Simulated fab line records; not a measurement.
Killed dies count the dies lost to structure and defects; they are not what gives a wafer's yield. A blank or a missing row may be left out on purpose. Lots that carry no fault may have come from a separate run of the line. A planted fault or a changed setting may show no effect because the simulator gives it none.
Chamber matching	flow gf180mcu	GF_V3_CMP_04 on cmp-02: 4 sister chambers
The step polishes SiO2. 8 wafers are shown with their chamber, then 8 later ones without.

WAFERS WITH THEIR CHAMBER
wafer	chamber	motor_current_A (A)	time_to_endpoint_s (s)
L443.5	2	10.9	83
L451.1	1	12.2	77
L451.6	3	12.0	84
L452.1	1	12.8	81
L454.1	0	13.3	78
L454.4	3	11.7	86
L454.5	0	14.5	86
L456.1	2	11.2	77

WAFERS MISSING THEIR CHAMBER
wafer	motor_current_A (A)	time_to_endpoint_s (s)
L456.3	12.6	80
L456.5	13.8	84
L465.4	13.5	94
L465.5	12.5	88
L465.6	13.5	99
L466.2	10.6	82
L466.4	12.2	87
L466.5	11.6	89

EACH ONE'S CHAMBER
wafer	from the rows above	in truth
L456.3	can't be placed: 1 or 3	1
L456.5	0	0
L465.4	can't be placed: 0 or 3 or 1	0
L465.5	can't be placed: 3 or 1 or 0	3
L465.6	can't be placed: 0 or 3 or 1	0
L466.2	can't be placed: 2 or 3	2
L466.4	can't be placed: 3 or 1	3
L466.5	can't be placed: 3 or 2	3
1 of 8 placed correctly. Cannot be placed on the basis of these rows: 7; the candidates contain the true chamber in 7. Placed wrongly: 0.
How it was worked out, from the rows above alone: a wafer's distance from a chamber is the root of the sum, over the readings, of the square of ((its reading less the chamber's mean) divided by the reading's scatter). The wafer belongs to the nearest chamber; if the next one is less than 2 further off, it can't be placed. A chamber's mean is the mean of its shown wafers. The scatter: the root of (the sum of the squares of (reading less its chamber's mean) over the shown wafers, divided by (wafers less chambers)).
